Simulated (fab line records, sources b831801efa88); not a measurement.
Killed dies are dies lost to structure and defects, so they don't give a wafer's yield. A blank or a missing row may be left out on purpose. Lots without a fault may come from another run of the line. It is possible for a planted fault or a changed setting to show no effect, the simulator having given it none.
fab line records	flow sky130
record lots=24	wafers=72	last-day=50
route steps=708 shown VIA1@471 CAP2M@606 METAL4@630 VIA4@642 METAL5@665
lots that met no fault: taken from a fault-free run of the same line
start-h: hours from the record's first day to the start of the lot's first wafer shown	wait-h: how many hours have passed since the lot's step before this one	" repeats the value in the row above	L1.1+2: one row covering several wafers at once	- no value, or no start was given	* or withheld: withheld	< > ~ a bound
route shown NAME@n: NAME is a module with steps in the file, n the number in the route of the first one	usual: mean/standard deviation of fault-free wafers	same: alike in all rows	chamber/n: place in a boat	sites: each site's reading	_std_site: the standard deviation of these	_edge_site: mean of outer sites minus mean of inner sites	radius-mm: for every site, how far away it sits from the centre of the wafer	mask NAME#n: copy n	behind: tool/chamber where the wafer was last shaped	hold: reason for holding the lot/hours on hold/outcome of the hold	device: transistor that didn't switch, given as n, p or np	end of line: the tests these same wafers got at the end of their route	a step with no rows: only its recipe	killed: the dies lost at the first sort to structure and to defects; this is not the yield of the wafer	map: the dies of a wafer, with x for killed, . for not killed, _ for no die there
set.NAME: the setting as run; set.NAME@STEP: as run at that earlier step	model.NAME: the simulator's own value behind a step, which no gauge read
steps of the route over a sample of lots; a table a step, a row a wafer
services: the hour from which a tool's chamber was out of use, counted from the record's first day as start-h (under 0 if before that day), plus the number of hours and why
## steps
# step SKY_VIA1_OVL_MEAS_13
# usual VIA1_OVL=-1/5.1
lot.wafer	tool	chamber	start-h	wait-h	VIA1_OVL[nm]
L074.1	overlay-01	-	795.70	0.1	-5
L074.3	"	-	"	"	4
L074.5	"	-	"	"	-8
L075.1	overlay-01	-	802.47	0.1	-12
L075.4	"	-	"	"	-12
L075.6	"	-	"	"	-10
L076.1	overlay-01	-	813.52	0.1	4
L076.2	"	-	"	"	7
L076.5	"	-	"	"	2
L077.2	overlay-01	-	822.82	0.1	-2
L077.3	"	-	"	"	-8
L077.5	"	-	"	"	-7
L078.1	overlay-01	-	823.45	0.1	-3
L078.2	"	-	"	"	6
L078.6	"	-	"	"	0
L079.1	overlay-02	-	835.17	0.1	-3
L079.2	"	-	"	"	5
L079.4	"	-	"	"	-1
L080.2	overlay-02	-	846.86	0.1	-7
L080.3	"	-	"	"	1
L080.4	"	-	"	"	1
L081.1	overlay-02	-	857.12	0.4	-4
L081.3	"	-	"	"	0
L081.5	"	-	"	"	-1
L082.4	overlay-02	-	859.83	0.1	0
L082.5	"	-	"	"	0
L082.6	"	-	"	"	-3
L083.2	overlay-02	-	865.96	0.1	-2
L083.4	"	-	"	"	-3
L083.6	"	-	"	"	-1
L084.1	overlay-02	-	870.67	0.1	5
L084.3	"	-	"	"	4
L084.5	"	-	"	"	6
L085.1	overlay-02	-	878.76	0.1	1
L085.3	"	-	"	"	0
L085.5	"	-	"	"	4
L086.2	overlay-02	-	887.46	0.4	5
L086.4	"	-	"	"	3
L086.5	"	-	"	"	7
L087.4	overlay-02	-	896.72	0.1	-8
L087.5	"	-	"	"	4
L087.6	"	-	"	"	-3
L088.1	overlay-02	-	900.91	0.1	1
L088.3	"	-	"	"	1
L088.6	"	-	"	"	1
L089.3	overlay-02	-	916.02	0.1	-1
L089.4	"	-	"	"	2
L089.5	"	-	"	"	-2
L090.3	overlay-02	-	924.07	0.1	5
L090.4	"	-	"	"	8
L090.6	"	-	"	"	2
L091.1	overlay-02	-	924.41	0.1	-2
L091.4	"	-	"	"	1
L091.5	"	-	"	"	-6
L092.3	overlay-02	-	927.16	0.1	1
L092.4	"	-	"	"	-5
L092.5	"	-	"	"	0
L093.3	overlay-02	-	937.62	0.1	3
L093.4	"	-	"	"	-9
L093.6	"	-	"	"	-11
L094.1	overlay-02	-	942.86	0.1	-3
L094.3	"	-	"	"	-11
L094.5	"	-	"	"	-6
L095.1	overlay-02	-	954.91	0.1	3
L095.4	"	-	"	"	-9
L095.6	"	-	"	"	-6
L096.1	overlay-01	-	967.62	0.1	2
L096.5	"	-	"	"	-5
L096.6	"	-	"	"	2
L097.3	overlay-01	-	974.01	0.1	0
L097.4	"	-	"	"	5
L097.5	"	-	"	"	4
# step SKY_CAP2M_RS_MEAS_03
# recipe thk-meas-gauge=four-point-probe	reads=TiN_of_CAP2M_SPUTTER_02
# usual CAP2M_TIN_RS=6.92/0.086
lot.wafer	tool	chamber	start-h	wait-h	CAP2M_TIN_RS[ohm/sq]
L074.1	film-metro-04	-	933.35	0.1	6.89
L074.3	"	-	"	"	6.90
L074.5	"	-	"	"	6.85
L075.1	film-metro-03	-	938.92	0.1	6.85
L075.4	"	-	"	"	6.74
L075.6	"	-	"	"	6.77
L076.1	film-metro-02	-	950.45	0.1	7.01
L076.2	"	-	"	"	6.90
L076.5	"	-	"	"	6.99
L077.2	film-metro-02	-	959.61	0.1	6.92
L077.3	"	-	"	"	6.90
L077.5	"	-	"	"	6.87
L078.1	film-metro-03	-	960.38	0.1	6.94
L078.2	"	-	"	"	6.85
L078.6	"	-	"	"	6.81
L079.1	film-metro-03	-	972.15	0.1	6.76
L079.2	"	-	"	"	6.85
L079.4	"	-	"	"	6.76
L080.2	film-metro-03	-	982.42	0.1	7.10
L080.3	"	-	"	"	6.87
L080.4	"	-	"	"	7.02
L081.1	film-metro-02	-	992.20	0.1	6.91
L081.3	"	-	"	"	6.88
L081.5	"	-	"	"	6.96
L082.4	film-metro-04	-	993.55	0.1	6.93
L082.5	"	-	"	"	7.01
L082.6	"	-	"	"	6.91
L083.2	film-metro-02	-	999.29	0.1	6.86
L083.4	"	-	"	"	6.99
L083.6	"	-	"	"	6.84
L084.1	film-metro-02	-	1003.30	0.1	6.90
L084.3	"	-	"	"	6.82
L084.5	"	-	"	"	6.81
L085.1	film-metro-04	-	1010.46	0.1	6.87
L085.3	"	-	"	"	6.95
L085.5	"	-	"	"	6.98
L086.2	film-metro-04	-	1017.93	0.1	7.01
L086.4	"	-	"	"	6.91
L086.5	"	-	"	"	6.97
L087.4	film-metro-04	-	1025.27	0.1	7.02
L087.5	"	-	"	"	6.95
L087.6	"	-	"	"	6.93
L088.1	film-metro-03	-	1028.99	0.1	7.00
L088.3	"	-	"	"	7.01
L088.6	"	-	"	"	7.01
L089.3	film-metro-03	-	1042.90	0.1	6.72
L089.4	"	-	"	"	6.96
L089.5	"	-	"	"	6.74
L090.3	film-metro-03	-	1050.84	0.1	6.95
L090.4	"	-	"	"	7.01
L090.6	"	-	"	"	6.94
L091.1	film-metro-04	-	1052.09	0.1	7.00
L091.4	"	-	"	"	6.94
L091.5	"	-	"	"	6.99
L092.3	film-metro-02	-	1053.17	0.1	6.85
L092.4	"	-	"	"	6.89
L092.5	"	-	"	"	6.89
L093.3	film-metro-02	-	1063.01	0.1	6.85
L093.4	"	-	"	"	7.00
L093.6	"	-	"	"	7.00
L094.1	film-metro-04	-	1067.29	0.1	6.96
L094.3	"	-	"	"	7.01
L094.5	"	-	"	"	6.97
L095.1	film-metro-04	-	1078.85	0.1	6.90
L095.4	"	-	"	"	6.85
L095.6	"	-	"	"	6.90
L096.1	film-metro-03	-	1089.00	0.1	6.85
L096.5	"	-	"	"	6.82
L096.6	"	-	"	"	6.90
L097.3	film-metro-04	-	1094.64	0.1	6.96
L097.4	"	-	"	"	6.98
L097.5	"	-	"	"	6.97
# step SKY_METAL4_OVL_MEAS_14
# usual METAL4_OVL=1/6.3
lot.wafer	tool	chamber	start-h	wait-h	METAL4_OVL[nm]
L074.1	overlay-02	-	982.51	0.1	-2
L074.3	"	-	"	"	-4
L074.5	"	-	"	"	-2
L075.1	overlay-01	-	987.90	0.1	0
L075.4	"	-	"	"	1
L075.6	"	-	"	"	-2
L076.1	overlay-01	-	999.32	0.1	-2
L076.2	"	-	"	"	4
L076.5	"	-	"	"	-6
L077.2	overlay-02	-	1007.93	0.1	8
L077.3	"	-	"	"	7
L077.5	"	-	"	"	3
L078.1	overlay-02	-	1009.06	0.1	-4
L078.2	"	-	"	"	-8
L078.6	"	-	"	"	-6
L079.1	overlay-01	-	1020.30	0.1	8
L079.2	"	-	"	"	-5
L079.4	"	-	"	"	3
L080.2	overlay-02	-	1029.27	0.1	-13
L080.3	"	-	"	"	0
L080.4	"	-	"	"	-9
L081.1	overlay-01	-	1038.27	0.1	6
L081.3	"	-	"	"	-3
L081.5	"	-	"	"	2
L082.4	overlay-02	-	1039.88	0.1	10
L082.5	"	-	"	"	-1
L082.6	"	-	"	"	3
L083.2	overlay-01	-	1045.27	0.1	6
L083.4	"	-	"	"	4
L083.6	"	-	"	"	3
L084.1	overlay-02	-	1049.16	0.1	0
L084.3	"	-	"	"	4
L084.5	"	-	"	"	0
L085.1	overlay-01	-	1056.12	0.1	0
L085.3	"	-	"	"	-5
L085.5	"	-	"	"	-1
L086.2	overlay-01	-	1062.71	0.1	9
L086.4	"	-	"	"	16
L086.5	"	-	"	"	-1
L087.4	overlay-02	-	1069.82	0.1	-4
L087.5	"	-	"	"	-8
L087.6	"	-	"	"	-3
L088.1	overlay-02	-	1073.11	0.1	6
L088.3	"	-	"	"	5
L088.6	"	-	"	"	6
L089.3	overlay-02	-	1085.99	0.1	9
L089.4	"	-	"	"	2
L089.5	"	-	"	"	-1
L090.3	overlay-01	-	1093.72	0.1	2
L090.4	"	-	"	"	-5
L090.6	"	-	"	"	1
L091.1	overlay-02	-	1094.17	0.1	-4
L091.4	"	-	"	"	-9
L091.5	"	-	"	"	-3
L092.3	overlay-01	-	1096.11	0.1	-3
L092.4	"	-	"	"	8
L092.5	"	-	"	"	5
L093.3	overlay-01	-	1105.02	0.1	1
L093.4	"	-	"	"	18
L093.6	"	-	"	"	6
L094.1	overlay-01	-	1108.65	0.1	9
L094.3	"	-	"	"	2
L094.5	"	-	"	"	3
L095.1	overlay-02	-	1119.16	0.1	6
L095.4	"	-	"	"	-3
L095.6	"	-	"	"	-1
L096.1	overlay-01	-	1129.80	0.1	4
L096.5	"	-	"	"	6
L096.6	"	-	"	"	1
L097.3	overlay-01	-	1134.04	0.1	-9
L097.4	"	-	"	"	-8
L097.5	"	-	"	"	-7
# step SKY_VIA4_BOW_MEAS_03
# recipe mode=bow
# usual VIA4_BOW=77/7.5
lot.wafer	tool	chamber	start-h	wait-h	VIA4_BOW[um]
L074.1	film-metro-02	-	984.01	0.2	83
L074.3	"	-	"	"	71
L074.5	"	-	"	"	83
L075.1	film-metro-02	-	989.52	0.1	80
L075.4	"	-	"	"	89
L075.6	"	-	"	"	87
L076.1	film-metro-02	-	1001.45	0.1	75
L076.2	"	-	"	"	77
L076.5	"	-	"	"	76
L077.2	film-metro-02	-	1009.44	0.2	83
L077.3	"	-	"	"	77
L077.5	"	-	"	"	73
L078.1	film-metro-02	-	1010.59	0.2	77
L078.2	"	-	"	"	69
L078.6	"	-	"	"	72
L079.1	film-metro-04	-	1021.84	0.1	75
L079.2	"	-	"	"	79
L079.4	"	-	"	"	85
L080.2	film-metro-04	-	1030.77	0.3	80
L080.3	"	-	"	"	87
L080.4	"	-	"	"	81
L081.1	film-metro-01	-	1040.47	0.2	73
L081.3	"	-	"	"	85
L081.5	"	-	"	"	80
L082.4	film-metro-04	-	1041.82	0.3	67
L082.5	"	-	"	"	75
L082.6	"	-	"	"	83
L083.2	film-metro-02	-	1046.83	0.2	83
L083.4	"	-	"	"	83
L083.6	"	-	"	"	75
L084.1	film-metro-02	-	1051.09	0.2	88
L084.3	"	-	"	"	65
L084.5	"	-	"	"	66
L085.1	film-metro-04	-	1057.62	0.1	72
L085.3	"	-	"	"	69
L085.5	"	-	"	"	78
L086.2	film-metro-01	-	1064.35	0.1	94
L086.4	"	-	"	"	87
L086.5	"	-	"	"	83
L087.4	film-metro-04	-	1071.57	0.3	68
L087.5	"	-	"	"	66
L087.6	"	-	"	"	73
L088.1	film-metro-01	-	1074.78	0.2	83
L088.3	"	-	"	"	89
L088.6	"	-	"	"	82
L089.3	film-metro-04	-	1087.54	0.3	75
L089.4	"	-	"	"	73
L089.5	"	-	"	"	76
L090.3	film-metro-01	-	1095.43	0.1	85
L090.4	"	-	"	"	79
L090.6	"	-	"	"	68
L091.1	film-metro-01	-	1095.99	0.2	68
L091.4	"	-	"	"	85
L091.5	"	-	"	"	75
L092.3	film-metro-01	-	1097.81	0.2	78
L092.4	"	-	"	"	76
L092.5	"	-	"	"	55
L093.3	film-metro-01	-	1106.55	0.3	90
L093.4	"	-	"	"	90
L093.6	"	-	"	"	84
L094.1	film-metro-02	-	1110.18	0.2	67
L094.3	"	-	"	"	73
L094.5	"	-	"	"	72
L095.1	film-metro-01	-	1120.75	0.1	77
L095.4	"	-	"	"	69
L095.6	"	-	"	"	67
L096.1	film-metro-02	-	1131.36	0.1	66
L096.5	"	-	"	"	88
L096.6	"	-	"	"	68
L097.3	film-metro-01	-	1135.60	0.2	86
L097.4	"	-	"	"	66
L097.5	"	-	"	"	73
# step SKY_METAL5_SPUTTER_04
# recipe material=TiN	target-thk-nm=70	power-w=6500	time-s=58.3	chamber-pressure-pa=0.4
# usual throttle-valve-pct=30.0/1.2
lot.wafer	tool	chamber	start-h	wait-h	throttle-valve-pct
L074.1	pvd-sputter-03	-	1009.12	0.0	30.9
L074.3	"	-	"	"	31.2
L074.5	"	-	"	"	31.1
L075.1	pvd-sputter-03	-	1013.68	0.0	28.2
L075.4	"	-	"	"	31.8
L075.6	"	-	"	"	31.1
L076.1	pvd-sputter-04	-	1025.56	0.0	29.2
L076.2	"	-	"	"	30.1
L076.5	"	-	"	"	30.0
L077.2	pvd-sputter-04	-	1033.18	0.0	30.5
L077.3	"	-	"	"	30.2
L077.5	"	-	"	"	30.0
L078.1	pvd-sputter-04	-	1034.75	0.0	29.9
L078.2	"	-	"	"	29.3
L078.6	"	-	"	"	29.6
L079.1	pvd-sputter-03	-	1046.16	0.0	28.3
L079.2	"	-	"	"	31.3
L079.4	"	-	"	"	31.5
L080.2	pvd-sputter-01	-	1055.57	0.0	26.5
L080.3	"	-	"	"	29.2
L080.4	"	-	"	"	29.3
L081.1	pvd-sputter-04	-	1063.21	0.0	30.7
L081.3	"	-	"	"	29.9
L081.5	"	-	"	"	29.4
L082.4	pvd-sputter-03	-	1064.95	0.0	28.1
L082.5	"	-	"	"	31.7
L082.6	"	-	"	"	31.0
L083.2	pvd-sputter-04	-	1069.69	0.0	30.5
L083.4	"	-	"	"	30.6
L083.6	"	-	"	"	30.2
L084.1	pvd-sputter-03	-	1074.14	0.0	31.7
L084.3	"	-	"	"	31.0
L084.5	"	-	"	"	31.6
L085.1	pvd-sputter-03	-	1080.29	0.0	31.5
L085.3	"	-	"	"	31.2
L085.5	"	-	"	"	31.1
L086.2	pvd-sputter-04	-	1087.02	0.0	29.4
L086.4	"	-	"	"	30.6
L086.5	"	-	"	"	30.0
L087.4	pvd-sputter-01	-	1093.72	0.0	30.1
L087.5	"	-	"	"	29.2
L087.6	"	-	"	"	30.0
L088.1	pvd-sputter-04	-	1096.99	0.0	29.4
L088.3	"	-	"	"	30.8
L088.6	"	-	"	"	30.0
L089.3	pvd-sputter-03	-	1108.83	0.0	28.1
L089.4	"	-	"	"	31.0
L089.5	"	-	"	"	30.9
L090.3	pvd-sputter-03	-	1116.67	0.0	28.2
L090.4	"	-	"	"	31.0
L090.6	"	-	"	"	28.0
L091.1	pvd-sputter-04	-	1117.27	0.0	29.9
L091.4	"	-	"	"	29.3
L091.5	"	-	"	"	30.0
L092.3	pvd-sputter-04	-	1119.17	0.0	30.1
L092.4	"	-	"	"	30.7
L092.5	"	-	"	"	29.5
L093.3	pvd-sputter-04	-	1128.32	0.0	30.7
L093.4	"	-	"	"	29.5
L093.6	"	-	"	"	29.4
L094.1	pvd-sputter-01	-	1131.89	0.0	29.6
L094.3	"	-	"	"	29.2
L094.5	"	-	"	"	29.2
L095.1	pvd-sputter-01	-	1141.41	0.0	29.3
L095.4	"	-	"	"	29.9
L095.6	"	-	"	"	29.5
L096.1	pvd-sputter-03	-	1150.97	0.0	31.3
L096.5	"	-	"	"	28.2
L096.6	"	-	"	"	31.8
L097.3	pvd-sputter-01	-	1155.27	0.0	26.6
L097.4	"	-	"	"	29.1
L097.5	"	-	"	"	29.8
# step SKY_METAL5_DESCUM_14
# recipe chemistry=O2	source-power-w=150	bias-power-w=0	pressure-mtorr=10	temp-c=40	time-s=11
# usual drypump-motor-current-A=5.9/0.42	oes-product-au=0.990/0.011	temp-c=40.03/0.11
lot.wafer	tool	chamber	start-h	wait-h	drypump-motor-current-A	oes-product-au	rf-hours-counter-h	temp-c
L074.1	rie-metal-01	1	1031.34	0.1	5.6	0.999	7	40.01
L074.3	"	0	"	"	6.1	0.986	-	40.02
L074.5	"	0	"	"	6.1	0.987	-	40.02
L075.1	rie-metal-01	1	1035.63	0.1	5.6	1.006	7	39.93
L075.4	"	0	"	"	6.0	0.982	-	40.02
L075.6	"	0	"	"	6.0	0.997	-	40.07
L076.1	rie-metal-04	1	1047.34	0.1	5.6	1.007	14	40.04
L076.2	"	0	"	"	6.8	0.991	10	40.13
L076.5	"	1	"	"	5.6	1.007	-	40.13
L077.2	rie-metal-02	0	1056.15	0.1	5.9	0.979	-	39.90
L077.3	"	0	"	"	5.8	0.987	-	40.00
L077.5	"	0	"	"	5.8	0.971	-	40.01
L078.1	rie-metal-01	0	1056.48	0.1	6.0	0.991	15	39.86
L078.2	"	1	"	"	5.6	1.006	8	40.27
L078.6	"	0	"	"	6.1	0.989	-	40.12
L079.1	rie-metal-02	0	1067.28	0.1	5.8	0.977	10	40.01
L079.2	"	0	"	"	5.8	0.976	-	39.88
L079.4	"	0	"	"	5.8	0.981	-	39.93
L080.2	rie-metal-02	1	1077.04	0.1	5.5	0.987	0	39.92
L080.3	"	0	"	"	5.9	0.975	-	39.93
L080.4	"	1	"	"	5.5	0.986	-	39.89
L081.1	rie-metal-04	1	1084.44	0.1	5.6	0.999	16	40.09
L081.3	"	1	"	"	5.6	1.005	-	39.85
L081.5	"	1	"	"	5.6	1.011	-	40.05
L082.4	rie-metal-02	1	1085.80	0.1	5.5	0.970	-	40.17
L082.5	"	1	"	"	5.5	0.976	-	40.05
L082.6	"	0	"	"	5.9	0.975	-	39.93
L083.2	rie-metal-02	1	1090.44	0.1	5.5	0.993	1	40.04
L083.4	"	0	"	"	5.9	0.994	-	39.96
L083.6	"	1	"	"	5.4	0.987	-	39.94
L084.1	rie-metal-01	0	1094.69	0.1	6.1	0.973	18	39.91
L084.3	"	0	"	"	6.1	0.980	-	39.94
L084.5	"	1	"	"	5.6	0.996	-	40.32
L085.1	rie-metal-02	1	1101.49	0.1	5.5	0.977	2	40.33
L085.3	"	0	"	"	5.8	0.975	-	39.94
L085.5	"	1	"	"	5.5	0.978	-	40.19
L086.2	rie-metal-04	1	1107.69	0.1	5.6	1.014	18	40.09
L086.4	"	0	"	"	6.7	1.001	-	39.86
L086.5	"	0	"	"	6.8	0.999	-	39.93
L087.4	rie-metal-01	1	1113.35	0.1	5.6	0.986	-	40.11
L087.5	"	0	"	"	6.1	0.978	-	40.03
L087.6	"	1	"	"	5.6	1.004	-	40.05
L088.1	rie-metal-01	0	1116.94	0.1	6.0	0.986	19	40.13
L088.3	"	0	"	"	6.0	0.997	-	40.28
L088.6	"	0	"	"	6.0	0.993	-	40.19
L089.3	rie-metal-02	0	1129.00	0.1	5.9	0.977	-	40.04
L089.4	"	1	"	"	5.5	0.971	-	40.06
L089.5	"	1	"	"	5.5	0.978	-	40.11
L090.3	rie-metal-02	0	1136.35	0.1	5.8	0.990	-	40.09
L090.4	"	1	"	"	5.4	0.990	-	40.07
L090.6	"	1	"	"	5.4	0.988	-	40.17
L091.1	rie-metal-04	1	1136.64	0.1	5.6	0.993	20	40.00
L091.4	"	0	"	"	6.8	0.988	-	40.03
L091.5	"	0	"	"	6.8	0.994	-	39.86
L092.3	rie-metal-02	0	1138.34	0.1	5.8	0.983	-	40.12
L092.4	"	1	"	"	5.5	0.982	-	39.85
L092.5	"	1	"	"	5.5	0.986	-	40.04
L093.3	rie-metal-02	1	1147.65	0.1	5.5	0.987	-	40.25
L093.4	"	0	"	"	5.8	0.991	-	39.99
L093.6	"	1	"	"	5.5	0.981	-	40.12
L094.1	rie-metal-04	0	1149.84	0.1	6.8	0.999	18	39.96
L094.3	"	0	"	"	6.8	0.993	-	40.06
L094.5	"	1	"	"	5.6	1.005	-	40.22
L095.1	rie-metal-04	0	1159.28	0.1	6.8	1.004	19	40.02
L095.4	"	0	"	"	6.8	0.997	-	39.98
L095.6	"	0	"	"	6.8	1.001	-	39.81
L096.1	rie-metal-04	0	1168.39	0.1	6.8	1.005	20	40.11
L096.5	"	1	"	"	5.6	0.999	-	39.88
L096.6	"	0	"	"	6.8	1.004	-	39.95
L097.3	rie-metal-01	1	1172.20	0.1	5.6	0.994	-	40.06
L097.4	"	0	"	"	6.0	0.981	-	40.04
L097.5	"	1	"	"	5.6	0.997	-	39.86
## services
tool	chamber	start-h	hours	kind
pvd-sputter-04	-	1001.84	2.2	repair
rie-metal-02	1	1055.65	-	clean
rie-metal-02	1	1055.65	20.7	scheduled-down
rie-metal-02	1	1055.65	20.7	vent-cycle
pvd-sputter-04	1	1063.26	-	consumable-replace:kit
pvd-sputter-04	1	1063.26	18.0	scheduled-down
pvd-sputter-04	1	1063.26	18.0	vent-cycle
pvd-sputter-03	3	1075.35	-	consumable-replace:kit
pvd-sputter-03	3	1075.35	18.0	scheduled-down
pvd-sputter-03	3	1075.35	18.0	vent-cycle
pvd-sputter-01	-	1098.03	2.3	repair
rie-metal-02	-	1100.26	0.9	repair
pvd-sputter-01	2	1116.58	-	consumable-replace:kit
pvd-sputter-01	2	1116.58	18.0	scheduled-down
pvd-sputter-01	2	1116.58	18.0	vent-cycle
rie-metal-02	-	1148.13	2.1	repair
pvd-sputter-04	-	1158.40	1.1	repair
pvd-sputter-03	-	1159.52	1.6	repair
pvd-sputter-03	2	1161.40	-	consumable-replace:kit
pvd-sputter-03	2	1161.40	18.0	scheduled-down
pvd-sputter-03	2	1161.40	18.0	vent-cycle
rie-metal-04	1	1171.31	23.1	repair
## key
fault none
